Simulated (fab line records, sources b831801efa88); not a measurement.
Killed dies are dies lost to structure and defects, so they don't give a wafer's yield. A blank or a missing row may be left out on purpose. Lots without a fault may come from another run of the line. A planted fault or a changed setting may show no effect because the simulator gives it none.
A struck lot beside a sound one | flow gf180mcu | 29 steps out of a route of 602
Sound: wafers L618.1, L618.2, L618.4. Struck: wafer L629.6. (L629.3, L629.5 of the same lot were not struck and are left out.) The cause comes at the end.
At each step with rows: each side's tool, then ch and its chambers, then its first start. Under that, the readings that differ: sound wafers | struck wafers | difference of the means | sigmas: that difference in standard deviations of wafers without a fault.
alike: readings whose means differ by less than 2 such deviations, and words and numbers that are the same on both sides. not compared: withheld readings, readings that some wafer has no value for, bounds like >300 that may hide the same value, and numbers for which the record gives no deviation and whose values overlap.
The two part at a step that has a row with sigmas, a row that says differs or no value, or rows on one side only. Numbers that don't overlap but have no deviation are shown without sigmas and don't part them. A reading that every wafer of one side lacks parts them only if that side has two wafers or more.

first, 4 steps without rows for these wafers: GF_M4_SOFTBAKE_10 (time 60 s); GF_M4_EXPOSE_11 (exposes mask Metal4, target cd 280 nm); GF_M4_PEB_12 (peb time 90 s); GF_M4_DEVELOP_13 (develop time 60 s).
GF_M4_CD_MEAS_14: target cd 280 nm.
  sound on cd_sem-02, day 25 23:08; struck on cd_sem-01, day 29 16:35
  alike: cd_nm
GF_M4_OVL_MEAS_15:
  sound on overlay-02, day 25 23:16; struck on overlay-02, day 29 16:40
  alike: M4_OVL
GF_M4_METAL_ETCH_16: etches the open film in Cl2/BCl3, stops on SiO2, target depth 627.5 nm, time 104.6 s.
  sound on rie_metal-03 ch 0,1, day 25 23:18; struck on rie_metal-03 ch 0, day 29 16:44
  alike: drypump_motor_current_A, oes_product_au, throttle_valve_pct
  not compared: rf_hours_counter_h
GF_M4_STRIP_17: strips in O2/N2.
  sound on plasma_asher-03 ch 0,1, day 25 23:25; struck on plasma_asher-01 ch 1, day 29 16:50
  alike: drypump_motor_current_A, heater_power_w, oes_product_au, strip_time_to_endpoint_s
  not compared: rf_hours_counter_h
then, 3 steps without rows for these wafers: GF_M4_STRIP_18 (strips in post etch residue remover, time 1200 s); GF_M4_CLEAN_19 (cleans in DIW); GF_V4_CVD_00 (deposits SiO2, target thk 600 nm, time 100 s).
GF_V4_THK_MEAS_01:
  sound on film_metro-02, day 26 00:01; struck on film_metro-03, day 29 17:26
  alike: V4_CVD_00_THK
GF_V4_CVD_02: deposits SiO2 from TEOS, target thk 850 nm, time 94.851 s.
  sound on pecvd-02 ch 0,2, day 26 00:04; struck on pecvd-02 ch 1, day 29 17:28
  alike: heater_power_w
GF_V4_THK_MEAS_03:
  sound on film_metro-02, day 26 00:11; struck on film_metro-03, day 29 17:34
  reading            | sound       | struck | difference | sigmas
  V4_CVD_02_THK (nm) | 840 839 850 | 656    | -187       | -17
GF_V4_CMP_04: polishes SiO2.
  sound on cmp-01 ch 1,2,3, day 26 00:14; struck on cmp-01 ch 3, day 29 17:58
  alike: motor_current_A, time_to_endpoint_s
GF_V4_BOW_MEAS_05:
  sound on film_metro-03, day 26 00:38; struck on film_metro-03, day 29 18:18
  alike: V4_BOW
then, 8 steps without rows for these wafers: GF_V4_DEHYDRATE_06 (time 60 s); GF_V4_HMDS_07 (prime time 60 s); GF_V4_COAT_08; GF_V4_COAT_09 (resist thk 1000 nm); GF_V4_SOFTBAKE_10 (time 60 s); GF_V4_EXPOSE_11 (exposes mask Via4, target cd 260 nm); GF_V4_PEB_12 (peb time 90 s); GF_V4_DEVELOP_13 (develop time 60 s).
GF_V4_CD_MEAS_14: target cd 260 nm.
  sound on cd_sem-02, day 26 21:23; struck on cd_sem-01, day 30 13:08
  reading    | sound             | struck | difference | sigmas
  cd_nm (nm) | 256.9 257.4 257.3 | 260.2  | +3.0       | +2
GF_V4_OVL_MEAS_15:
  sound on overlay-02, day 26 21:30; struck on overlay-01, day 30 13:13
  alike: V4_OVL
GF_V4_ETCH_16: etches BARC in N2/H2.
  sound on rie_diel-04 ch 1,2, day 26 21:32; struck on rie_diel-01 ch 3, day 30 13:15
  reading                | sound                | struck | difference | sigmas
  oes_product_au (a.u.)  | 0.856 0.858 0.868    | 0.849  | -0.012     | -2
  throttle_valve_pct (%) | 13.219 13.225 13.222 | 13.248 | +0.026     | +3
  alike: drypump_motor_current_A
GF_V4_ETCH_17: etches SiO2 in C4F8/O2/Ar, stops on TiN, target depth 630 nm.
  sound on rie_diel-04 ch 1,2; struck on rie_diel-01 ch 3
  reading               | sound             | struck | difference | sigmas
  oes_product_au (a.u.) | 0.853 0.860 0.850 | 0.712  | -0.142     | -30
GF_V4_STRIP_18: strips in O2/N2.
  sound on plasma_asher-04 ch 0,1, day 26 21:44; struck on plasma_asher-01 ch 0, day 30 13:25
  alike: drypump_motor_current_A, heater_power_w, oes_product_au
  not compared: rf_hours_counter_h

WHERE THEY PART
First at GF_V4_THK_MEAS_03; last, within this record, at GF_V4_ETCH_17. Later steps at which nothing parts them and some readings are alike: GF_V4_STRIP_18.

WHY: what the simulator had put in
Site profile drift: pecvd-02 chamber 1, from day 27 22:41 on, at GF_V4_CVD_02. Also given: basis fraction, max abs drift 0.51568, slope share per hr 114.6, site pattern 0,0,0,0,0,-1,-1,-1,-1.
